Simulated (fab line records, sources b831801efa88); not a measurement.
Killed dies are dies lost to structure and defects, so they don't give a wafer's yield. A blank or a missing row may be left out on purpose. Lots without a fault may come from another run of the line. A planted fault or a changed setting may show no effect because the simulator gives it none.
Problem report in the 8D (eight disciplines) form, filled by code | flow sfq_line | the parts of the form that need people (team, actions taken, sign-off) are left out

1. THE PROBLEM
JJ_NB_RS at SFQ_JJ_RS_MEAS_929 reads a mean of 0.875 ohm/sq on 3 wafers of 2 lots; wafers without a fault read 1.046 ohm/sq with a standard deviation of 0.011. That is -16 standard deviations from the usual mean.
The step: measures by four-point-probe.
First seen on wafer L883.4, day 53 01:13, on film_metro-01. The record holds 42 wafers of 14 lots with a number at this step. Rule for "out", or "out of limits": more than 4 standard deviations from the usual mean. The other wafers with a number count as sound.

2. WHAT IT IS AND WHAT IT IS NOT
question                    | is                     | is not
which readings at this step | JJ_NB_RS               | -
which lots                  | L883, L884             | L874, L875, L877, L885, L887, L888, L889, L890, L891, L893, L894, L896
which wafers of those lots  | L883.4, L884.4, L884.5 | L883.2, L883.6, L884.6
read on which gauges        | film_metro-01          | film_metro-02, film_metro-04
when                        | from day 53 01:13      | up to then (11 sound wafers); but 28 sound wafers of L884, L885, L887, L888, L889, L890, L891, L893, L894, L896 came after

3. SUSPECTS, AND WHAT RULES EACH OUT
Counting: a tool at a process step up to the reading stays a suspect if it ran every lot that is out. Sound lots after the first of them don't rule it out here, since some wafers of a struck lot are sound.
- the gauge at SFQ_JJ_RS_MEAS_929: kept. All the wafers that are out were read on film_metro-01, and no step on other tools shows them out.
- pvd_sputter-06 at SFQ_TRILAYER_JJ_TRILAYER_DEP_SPUTTER_112 (material Nb, target thk 170 nm, time 113.3 s): kept. It ran every lot that is out, first L883 (day 53 01:07); its last sound lot up to then is L875 (day 45 01:02).
Left after counting: pvd_sputter-06 at SFQ_TRILAYER_JJ_TRILAYER_DEP_SPUTTER_112, film_metro-01 at SFQ_JJ_RS_MEAS_929.

4. THE CAUSE (what the simulator had put in)
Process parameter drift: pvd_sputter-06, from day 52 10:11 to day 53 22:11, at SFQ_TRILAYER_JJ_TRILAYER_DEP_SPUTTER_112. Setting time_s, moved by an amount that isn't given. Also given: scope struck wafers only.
Counting left 2 suspects, and this tool is among them.

5. THE CHAIN OF EFFECTS, in route order
Each row: a reading whose mean over the struck wafers that have a number lies more than 3 standard deviations from the usual. Only readings for which the record gives a usual standard deviation are gone through. hours: the time from each lot's start at the first step in this table that gives one to its start at this step, as a median over the lots. sigmas: the change in usual standard deviations.
hours | step               | reading  | usual        | on struck wafers | change | sigmas
0     | SFQ_JJ_RS_MEAS_929 | JJ_NB_RS | 1.046 ohm/sq | 0.875            | -0.171 | -16
Later measuring or inspecting steps at which every struck wafer that the step has a row for has a number for every such reading, and none has moved that far: SFQ_I6_OVL_MEAS_942.

6. WHAT WOULD HAVE CAUGHT IT SOONER
In this record the first reading out of limits at a measuring or inspecting step was taken at day 53 01:13, 15 hours after the fault began at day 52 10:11.
Of the tool readings at SFQ_TRILAYER_JJ_TRILAYER_DEP_SPUTTER_112 for which the record gives a usual standard deviation, none was out on any struck wafer, so an alarm limit of 4 standard deviations on them would not have fired.
Of the lots that are out (2), L884 began SFQ_TRILAYER_JJ_TRILAYER_DEP_SPUTTER_112 on pvd_sputter-06 after day 53 01:13. A hold on the tool at that time would have spared it.
